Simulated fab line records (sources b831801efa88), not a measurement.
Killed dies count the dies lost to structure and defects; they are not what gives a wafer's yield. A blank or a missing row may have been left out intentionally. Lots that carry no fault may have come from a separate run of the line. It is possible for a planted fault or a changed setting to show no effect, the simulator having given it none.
fab line records | flow sky130 | part 2 of 2: steps 26 to 32 of 32
[record] lots = 5 | wafers = 15 | lastDay = 50
route steps=708 shown POLY_GATE@205 RES_PROTECT@206
lots untouched by any fault: they come from a run of this same line in which no faults occurred
startH: hours from the record's opening day to when the first of the lot's shown wafers began | waitH: time in hours since the lot's previous step | " as in the row above | L1.1+2: one row covering several wafers at once | - no value, or no start given | * or withheld: withheld | < > ~ a bound
route shown NAME@n: NAME is a module with steps in the file, n the number in the route of the first one | usual: the fault-free wafers' mean and standard deviation | same: alike in all rows | chamber/n: place in a boat | sites: readings site by site | _std_site: standard deviation across them | _edge_site: inner sites' mean taken away from outer sites' mean | radiusMm: how far each site lies from the wafer's centre | mask NAME#n: copy n | behind: the last tool/chamber to shape the wafer | hold: what put the lot on hold/how long, in hours/how the hold closed | device: names the non-switching transistor (n, p or np) | end of line: the same wafers' tests at the end of the route | where a step has no rows: the recipe by itself | killed: count of dies lost to structure and defects at first sort (not the wafer's yield) | map: a wafer's dies, marking killed ones x, the rest . and places with no die _
set.NAME: setting as actually run; set.NAME@STEP: the setting as run at that earlier step | model.NAME: the simulator's own value behind a step, which no gauge read
lots at some steps of the route; a table a step, a row a wafer
services: the hour from which a tool's chamber was out of use, counted from the record's first day as startH (under 0 if before that day), plus the number of hours and why
[[steps]]
[step SKY_POLY_GATE_ETCH_16]
[recipe] stopOn = poly-Si | chemistry = CH3F/O2 | target = Si3N4 | sourceW = 400 | biasW = 80 | pressureMtorr = 25 | ch3fFlowSccm = 40 | O2_flow_sccm = 30 | timeS = 147.5 | targetDepthA = 750
[usual] O2_flow_sccm = 29.99/0.085 | biasW = 80.01/0.24 | chamberPressureMTorr = 25.003/0.026 | drypumpMotorCurrentA = 5.9/0.5 | oesProductAu = 0.640/0.0051 | throttleValvePct = 10.536/0.0084
lot.wafer | tool       | chamber | startH | waitH | O2_flow_sccm | biasW | chamberPressureMTorr | drypumpMotorCurrentA | oesProductAu | rfHoursCounterH | throttleValvePct
L076.1    | rieDiel-03 | 3       | 386.79 | 0.0   | 29.96        | 79.70 | 24.977               | 6.2                  | 0.638        | 35              | 10.528
L076.2    | "          | 0       | "      | "     | 30.04        | 80.29 | 25.023               | 5.9                  | 0.643        | 5               | 10.543
L076.6    | "          | 1       | "      | "     | 29.98        | 79.87 | 25.012               | 5.0                  | 0.633        | -               | 10.532
L085.1    | rieDiel-04 | 3       | 473.15 | 0.0   | 30.11        | 80.03 | 25.030               | 5.2                  | 0.641        | 64              | 10.539
L085.4    | "          | 2       | "      | "     | 29.95        | 80.13 | 24.996               | 5.8                  | 0.637        | 73              | 10.533
L085.5    | "          | 0       | "      | "     | 30.04        | 80.12 | 25.006               | 6.3                  | 0.634        | -               | 10.531
L086.2    | rieDiel-04 | 2       | 478.85 | 0.0   | 29.96        | 79.97 | 25.005               | 5.8                  | 0.642        | 73              | 10.543
L086.3    | "          | 1       | "      | "     | 30.02        | 80.15 | 25.018               | 6.6                  | 0.638        | 84              | 10.542
L086.5    | "          | 1       | "      | "     | 30.10        | 80.14 | 24.985               | 6.6                  | 0.637        | -               | 10.543
L089.1    | rieDiel-03 | 2       | 506.00 | 0.0   | 30.13        | 80.04 | 24.994               | 6.6                  | 0.644        | 1               | 10.537
L089.2    | "          | 0       | "      | "     | 30.02        | 79.66 | 24.965               | 5.9                  | 0.638        | 8               | 10.542
L089.4    | "          | 1       | "      | "     | 29.89        | 80.41 | 25.059               | 4.9                  | 0.644        | 14              | 10.532
L097.1    | rieDiel-03 | 2       | 569.59 | 0.0   | 30.09        | 79.93 | 25.005               | 6.6                  | 0.648        | 2               | 10.521
L097.2    | "          | 3       | "      | "     | 30.00        | 79.83 | 24.998               | 6.1                  | 0.641        | 38              | 10.536
L097.3    | "          | 0       | "      | "     | 30.04        | 80.08 | 24.974               | 5.9                  | 0.641        | 9               | 10.550
[step SKY_POLY_GATE_ETCH_17]
[recipe] targetDepthNm = 180 | stopOn = SiO2 | overEtchFrac = 0.56667 | chemistry = HBr/Cl2 | target = poly-Si | icpW = 400 | biasW = 100 | pressureMtorr = 10 | HBr_flow_sccm = 150 | Cl2_flow_sccm = 50 | timeS = 70.5
[usual] biasW = 100.01/0.3 | chamberPressureMTorr = 10.001/0.0089 | drypumpMotorCurrentA = 5.7/0.49 | heBacksideLeakSccm = 2.84/0.2 | oesProductAu = 0.987/0.0077 | throttleValvePct = 33.685/0.0091
lot.wafer | tool     | chamber | startH | waitH | biasW  | chamberPressureMTorr | drypumpMotorCurrentA | heBacksideLeakSccm | oesProductAu | rfHoursCounterH | throttleValvePct
L076.1    | rieSi-01 | 1       | 386.89 | 0.0   | 99.76  | 10.003               | 6.3                  | 2.75               | 0.983        | 1               | 33.673
L076.2    | "        | 3       | "      | "     | 100.35 | 10.011               | 5.9                  | 2.61               | 0.989        | 5               | 33.669
L076.6    | "        | 3       | "      | "     | 100.13 | 10.008               | 5.9                  | 2.66               | 0.979        | -               | 33.677
L085.1    | rieSi-02 | 1       | 473.25 | 0.0   | 99.99  | 9.988                | 5.8                  | 2.79               | 0.990        | 4               | 33.682
L085.4    | "        | 2       | "      | "     | 100.21 | 9.996                | 5.6                  | 3.00               | 0.985        | 6               | 33.691
L085.5    | "        | 0       | "      | "     | 99.83  | 10.006               | 5.3                  | 2.99               | 0.988        | -               | 33.699
L086.2    | rieSi-01 | 1       | 478.95 | 0.0   | 100.11 | 9.987                | 6.3                  | 2.69               | 0.989        | 2               | 33.675
L086.3    | "        | 3       | "      | "     | 99.89  | 10.008               | 5.9                  | 2.60               | 0.982        | 6               | 33.684
L086.5    | "        | 0       | "      | "     | 99.87  | 10.021               | 5.4                  | 3.10               | 1.001        | -               | 33.705
L089.1    | rieSi-02 | 0       | 506.10 | 0.0   | 99.60  | 10.001               | 5.3                  | 2.80               | 0.983        | 10              | 33.673
L089.2    | "        | 1       | "      | "     | 99.91  | 10.000               | 5.8                  | 2.65               | 0.992        | 4               | 33.674
L089.4    | "        | 3       | "      | "     | 99.86  | 10.012               | 5.0                  | 2.96               | 0.989        | 7               | 33.682
L097.1    | rieSi-02 | 0       | 569.69 | 0.0   | 99.87  | 10.009               | 5.3                  | 3.07               | 0.991        | 10              | 33.688
L097.2    | "        | 3       | "      | "     | 99.91  | 9.999                | 5.0                  | 2.95               | 0.983        | 7               | 33.690
L097.3    | "        | 2       | "      | "     | 99.91  | 9.999                | 5.6                  | 3.05               | 0.987        | 7               | 33.688
[step SKY_POLY_GATE_STRIP_18]
[recipe] chemistry = O2/N2 | powerW = 1400 | pressureMtorr = 1500 | platenTempC = withheld | o2FlowSccm = 3000 | n2FlowSccm = 300 | overashFraction = 0.5
[usual] chamberPressureMTorr = 1500.1/1.4 | drypumpMotorCurrentA = 5.8/0.38 | oesProductAu = 0.361/0.0046 | stripTimeToEndpointS = 3.16/0.042
[same] overashFraction = 0.5
lot.wafer | tool           | chamber | startH | waitH | chamberPressureMTorr | drypumpMotorCurrentA | oesProductAu | rfHoursCounterH | stripTimeToEndpointS
L076.1    | plasmaAsher-01 | 1       | 386.94 | 0.0   | 1500.5               | 5.5                  | 0.364        | 56              | 3.21
L076.2    | "              | 0       | "      | "     | 1502.4               | 6.4                  | 0.360        | 56              | 3.18
L076.6    | "              | 1       | "      | "     | 1499.1               | 5.6                  | 0.354        | -               | 3.17
L085.1    | plasmaAsher-04 | 1       | 473.30 | 0.0   | 1500.1               | 5.9                  | 0.352        | 4               | 3.06
L085.4    | "              | 0       | "      | "     | 1500.8               | 5.6                  | 0.359        | -               | 3.09
L085.5    | "              | 0       | "      | "     | 1499.1               | 5.6                  | 0.361        | -               | 3.14
L086.2    | plasmaAsher-04 | 1       | 479.00 | 0.0   | 1499.9               | 5.9                  | 0.354        | 5               | 3.13
L086.3    | "              | 1       | "      | "     | 1498.9               | 5.9                  | 0.361        | -               | 3.18
L086.5    | "              | 0       | "      | "     | 1499.7               | 5.6                  | 0.361        | -               | 3.17
L089.1    | plasmaAsher-03 | 1       | 506.15 | 0.0   | 1499.2               | 6.0                  | 0.355        | 83              | 3.14
L089.2    | "              | 0       | "      | "     | 1499.7               | 5.1                  | 0.357        | 83              | 3.16
L089.4    | "              | 1       | "      | "     | 1499.0               | 6.0                  | 0.364        | -               | 3.18
L097.1    | plasmaAsher-01 | 0       | 569.75 | 0.0   | 1501.1               | 6.4                  | 0.365        | 74              | 3.21
L097.2    | "              | 1       | "      | "     | 1499.9               | 5.6                  | 0.368        | 74              | 3.25
L097.3    | "              | 1       | "      | "     | 1500.4               | 5.6                  | 0.367        | -               | 3.22
[step SKY_POLY_GATE_CLEAN_19]
[recipe] chemistry = SC1/SC2 | mix = 1:4:20 | tempC = 70 | timeS = 150 | dry = n2Spin
lot.wafer  | tool        | chamber | startH | waitH
L076.1+2+6 | wetBench-03 | 2       | 387.04 | 0.1
L085.1+4+5 | wetBench-01 | 0       | 473.40 | 0.1
L086.2+3+5 | wetBench-03 | 2       | 479.10 | 0.1
L089.1+2+4 | wetBench-01 | 1       | 506.25 | 0.1
L097.1+2+3 | wetBench-03 | 3       | 569.85 | 0.1
[step SKY_POLY_GATE_OXIDATION_20]
[recipe] tempC = 850 | ambient = O2 | stabiliseS = 600 | purgeS = 300 | targetThkA = 40 | oxTimeS = 899
[usual] oxTempC = 850.0/0.35 | oxTempCMax = 852.9/0.86
lot.wafer | tool       | chamber | startH | waitH | oxTempC | oxTempCMax
L076.1    | furnace-01 | 0       | 388.16 | 1.1   | 850.5   | 851.9
L076.2    | "          | 0       | "      | "     | 850.1   | 852.3
L076.6    | "          | 0       | "      | "     | 850.4   | 852.4
L085.1    | furnace-01 | 0       | 473.45 | 0.0   | 849.5   | 852.2
L085.4    | "          | 0       | "      | "     | 849.7   | 852.1
L085.5    | "          | 0       | "      | "     | 850.3   | 852.9
L086.2    | furnace-02 | 0       | 479.15 | 0.0   | 850.0   | 853.7
L086.3    | "          | 0       | "      | "     | 850.1   | 854.2
L086.5    | "          | 0       | "      | "     | 851.0   | 854.4
L089.1    | furnace-01 | 0       | 506.30 | 0.0   | 849.8   | 852.3
L089.2    | "          | 0       | "      | "     | 850.4   | 852.7
L089.4    | "          | 0       | "      | "     | 849.8   | 852.4
L097.1    | furnace-02 | 0       | 570.94 | 1.0   | 849.4   | 855.1
L097.2    | "          | 0       | "      | "     | 850.1   | 854.4
L097.3    | "          | 0       | "      | "     | 850.1   | 852.9
[step SKY_POLY_GATE_THK_MEAS_21]
[recipe] reads = SiO2_of_POLY_GATE_OXIDATION_20
[usual] POLY_GATE_OXIDATION_THK = 3.99/0.1
lot.wafer | tool         | chamber | startH | waitH | POLY_GATE_OXIDATION_THK[nm]
L076.1    | filmMetro-04 | -       | 389.41 | 0.0   | 4.14
L076.2    | "            | -       | "      | "     | 4.16
L076.6    | "            | -       | "      | "     | 4.13
L085.1    | filmMetro-03 | -       | 474.70 | 0.0   | 4.18
L085.4    | "            | -       | "      | "     | 4.05
L085.5    | "            | -       | "      | "     | 4.14
L086.2    | filmMetro-03 | -       | 480.41 | 0.0   | 3.88
L086.3    | "            | -       | "      | "     | 3.97
L086.5    | "            | -       | "      | "     | 3.93
L089.1    | filmMetro-04 | -       | 507.55 | 0.0   | 3.97
L089.2    | "            | -       | "      | "     | 4.04
L089.4    | "            | -       | "      | "     | 4.00
L097.1    | filmMetro-01 | -       | 572.19 | 0.0   | 4.10
L097.2    | "            | -       | "      | "     | 4.19
L097.3    | "            | -       | "      | "     | 4.14
[step SKY_POLY_GATE_CD_MEAS_22]
[usual] cdNm = 150.2/2.1
lot.wafer | tool     | chamber | startH | waitH | cdNm
L076.1    | cdSem-01 | -       | 389.47 | 0.1   | 150.6
L076.2    | "        | -       | "      | "     | 151.5
L076.6    | "        | -       | "      | "     | 149.5
L085.1    | cdSem-02 | -       | 474.76 | 0.1   | 152.1
L085.4    | "        | -       | "      | "     | 149.7
L085.5    | "        | -       | "      | "     | 150.9
L086.2    | cdSem-02 | -       | 480.49 | 0.1   | 145.5
L086.3    | "        | -       | "      | "     | 149.6
L086.5    | "        | -       | "      | "     | 146.6
L089.1    | cdSem-01 | -       | 507.61 | 0.1   | 152.9
L089.2    | "        | -       | "      | "     | 151.0
L089.4    | "        | -       | "      | "     | 150.0
L097.1    | cdSem-02 | -       | 572.25 | 0.1   | 153.8
L097.2    | "        | -       | "      | "     | 150.6
L097.3    | "        | -       | "      | "     | 153.0
[[services]]
tool            | chamber | startH | hours | kind
krfScanner-01   | -       | 324.41 | 1.0   | pm
rieDiel-03      | 3       | 336.75 | 11.3  | repair
rieDiel-04      | -       | 359.10 | 0.3   | repair
rieDiel-04      | 1       | 359.99 | 4.8   | repair
krfScanner-01   | -       | 363.17 | 1.3   | pm
krfScanner-01   | -       | 364.47 | 3.6   | pm
rieDiel-03      | 2       | 367.04 | 7.5   | repair
wetBench-03     | -       | 374.10 | 1.4   | repair
krfScanner-01   | -       | 398.42 | 0.8   | pm
rieDiel-03      | -       | 404.32 | 28.1  | pm
ilineStepper-02 | -       | 427.17 | 5.3   | repair
rieDiel-04      | 3       | 450.06 | 5.8   | repair
rieDiel-04      | 3       | 464.90 | 6.5   | repair
rieDiel-03      | 1       | 472.50 | 6.0   | repair
rieDiel-03      | 0       | 476.00 | 5.0   | repair
rieDiel-03      | -       | 477.65 | 1.0   | repair
krfScanner-01   | -       | 488.46 | 1.4   | repair
krfScanner-01   | -       | 493.47 | 1.0   | pm
rieDiel-04      | 3       | 502.33 | 9.1   | repair
ilineStepper-02 | -       | 509.14 | 1.7   | pm
rieDiel-04      | 1       | 519.63 | 22.7  | repair
ilineStepper-02 | -       | 530.46 | 2.3   | repair
krfScanner-01   | -       | 539.07 | 1.3   | pm
rieDiel-04      | 3       | 546.21 | 10.7  | repair
